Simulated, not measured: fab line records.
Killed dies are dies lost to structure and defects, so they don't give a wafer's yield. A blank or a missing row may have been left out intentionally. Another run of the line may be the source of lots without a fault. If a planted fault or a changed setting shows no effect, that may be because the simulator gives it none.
The tool behind it: which one? + flow gf180mcu + Sampling: 6 lots, 18 wafers, 4 of 602 route steps

## WHAT THE GAUGES READ, wafer by wafer
GF_V1_THK_MEAS_25: measures by xrf.
| lot  | measured     | on           | V1_W_THK (nm) |
|------|--------------|--------------|---------------|
| L934 | day 18 14:01 | filmMetro-03 | 369 370 370   |
| L938 | day 20 06:43 | filmMetro-01 | 366 370 366   |
| L943 | day 23 02:39 | filmMetro-02 | 369 374 367   |
| L946 | day 24 07:38 | filmMetro-01 | 371 368 363   |
| L948 | day 24 14:46 | filmMetro-01 | 362 360 372   |
| L953 | day 25 16:08 | filmMetro-02 | 376 374 370   |

## TOOL THAT RAN EACH LOT (tool first, then ch and the chambers of the sampled wafers, then the start)
| lot  | GF_STI_WET_ETCH_26            | GF_POLY_GATE_ETCH_13           | GF_HV_LDD_STRIP_10                  |
|------|-------------------------------|--------------------------------|-------------------------------------|
| L934 | wetBench-04 ch 3, day 2 14:01 | rieSi-01 ch 0,1,2, day 9 14:36 | plasmaAsher-04 ch 0,1, day 10 09:38 |
| L938 | wetBench-03 ch 1, day 3 10:32 | rieSi-01 ch 1,3, day 10 21:38  | plasmaAsher-04 ch 0, day 11 17:37   |
| L943 | wetBench-02 ch 3, day 5 01:48 | rieSi-01 ch 0,3, day 13 04:32  | plasmaAsher-01 ch 0,1, day 14 02:49 |
| L946 | wetBench-04 ch 0, day 5 17:12 | rieSi-02 ch 0,3, day 14 03:09  | plasmaAsher-01 ch 0,1, day 15 03:28 |
| L948 | wetBench-04 ch 1, day 5 21:19 | rieSi-01 ch 0,1, day 14 11:17  | plasmaAsher-01 ch 0,1, day 15 10:53 |
| L953 | wetBench-03 ch 2, day 6 18:28 | rieSi-01 ch 0,3, day 15 12:34  | plasmaAsher-04 ch 1, day 16 12:49   |
- GF_STI_WET_ETCH_26: etches SiO2 in dHF, target depth 94 nm, time 188 s.
- GF_POLY_GATE_ETCH_13: etches poly-Si in HBr/Cl2, stops on SiO2, target depth 198.5 nm, time 69.6 s.
- GF_HV_LDD_STRIP_10: strips in O2/N2.

## THE ANSWER, worked out from the rows above alone
Rule: usual is defined by the lots themselves. The widest of any qualifying gaps counts: lots, ordered by their means at a reading, are off when they make up no more than a third of the lots, leave a main group of 4 or more, and stand apart from it by 3 or more times the standard deviation of that group's means. A main group whose means are all the same, to the digits that the tables above print for the reading, isn't used. A lot without any number at a reading at which 4 lots or more have one is off too. Any other lot the step has rows for is counted as sound.
Nothing can be told from this: no lot is off at any reading shown.

## WHAT THE SIMULATOR HAD PUT IN
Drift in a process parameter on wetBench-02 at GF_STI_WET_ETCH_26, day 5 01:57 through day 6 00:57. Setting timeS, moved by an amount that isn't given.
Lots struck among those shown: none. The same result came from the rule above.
